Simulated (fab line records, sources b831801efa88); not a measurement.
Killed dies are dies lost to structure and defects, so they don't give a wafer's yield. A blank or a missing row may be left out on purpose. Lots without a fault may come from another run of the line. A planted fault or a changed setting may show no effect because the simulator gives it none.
A struck lot beside a sound one | flow sfq_line | 14 steps out of a route of 325
Sound: wafers L249.1, L249.2, L249.5. Struck: wafer L266.5. (L266.2, L266.3 of the same lot were not struck and are left out.) The cause comes at the end.
At each step with rows: each side's tool, then ch and its chambers, then its first start. Under that, the readings that differ: sound wafers | struck wafers | difference of the means | sigmas: that difference in standard deviations of wafers without a fault.
alike: readings whose means differ by less than 2 such deviations, and words and numbers that are the same on both sides. not compared: withheld readings, readings that some wafer has no value for, bounds like >300 that may hide the same value, and numbers for which the record gives no deviation and whose values overlap.
The two part at a step that has a row with sigmas, a row that says differs or no value, or rows on one side only. Numbers that don't overlap but have no deviation are shown without sigmas and don't part them. A reading that every wafer of one side lacks parts them only if that side has two wafers or more.

first, 2 steps without rows for these wafers: SFQ_TRILAYER_I2_VIA_STRIP_SOLV_CLEAN_072 (cleans in NMP, time 600 s); SFQ_TRILAYER_M3_DEP_PRE_CLEAN_074 (time 22.5 s).
SFQ_TRILAYER_M3_DEP_SPUTTER_073: material Nb, target thk 200 nm, time 133.3 s.
  sound on pvd_sputter-03, day 30 12:40; struck on pvd_sputter-05, day 41 18:48
  alike: throttle_valve_pct
SFQ_M3_RS_MEAS_919: measures by four-point-probe.
  sound on film_metro-04, day 30 12:46; struck on film_metro-04, day 41 18:55
  alike: M3_NB_RS
then, 6 steps without rows for these wafers: SFQ_TRILAYER_M3_LITHO_COAT_080 (resist thk 62 nm); SFQ_TRILAYER_M3_LITHO_COAT_075 (resist thk 600 nm); SFQ_TRILAYER_M3_LITHO_SOFTBAKE_079; SFQ_TRILAYER_M3_LITHO_EXPOSE_076 (exposes mask M3, target cd 500 nm); SFQ_TRILAYER_M3_LITHO_PEB_078 (peb time 60 s); SFQ_TRILAYER_M3_LITHO_DEVELOP_077 (time 60 s).
-- the record jumps here: 6 days lie between the struck wafers' starts before and after --
SFQ_M3_OVL_MEAS_921:
  sound on overlay-02, day 30 22:36; struck on overlay-02, day 47 09:04
  alike: M3_OVL
SFQ_TRILAYER_M3_BARC_OPEN_METAL_ETCH_100: etches BARC in O2, target depth 125 nm, time 41.7 s.
  sound on rie_metal-02 ch 0,1, day 30 22:38; struck on rie_metal-02 ch 0, day 47 09:05
  reading                                             | sound             | struck | difference | sigmas
  model.KrF_of_TRILAYER_M3_LITHO_COAT_075.thk_nm (nm) | 526.7 526.2 526.5 | 504.5  | -22.0      |
  alike: drypump_motor_current_A, oes_product_au
  not compared: rf_hours_counter_h
SFQ_TRILAYER_M3_ETCH_METAL_ETCH_078: etches Nb in Cl2/Ar, stops on SiO2, target depth 240 nm, time 120 s.
  sound on rie_metal-02 ch 0,1, day 30 22:41; struck on rie_metal-02 ch 0, day 47 09:09
  reading                                             | sound           | struck | difference | sigmas
  model.KrF_of_TRILAYER_M3_LITHO_COAT_075.thk_nm (nm) | 389 387.3 388.2 | 364.9  | -23.3      |
  alike: drypump_motor_current_A, oes_product_au
  not compared: rf_hours_counter_h
SFQ_TRILAYER_M3_STRIP_STRIP_079: strips in O2.
  sound on rie_metal-02 ch 0,1, day 30 22:49; struck on rie_metal-02 ch 0, day 47 09:17
  alike: drypump_motor_current_A, oes_product_au, platen_temp_c
  not compared: rf_hours_counter_h

WHERE THEY PART
Nowhere in this record.

WHY: what the simulator had put in
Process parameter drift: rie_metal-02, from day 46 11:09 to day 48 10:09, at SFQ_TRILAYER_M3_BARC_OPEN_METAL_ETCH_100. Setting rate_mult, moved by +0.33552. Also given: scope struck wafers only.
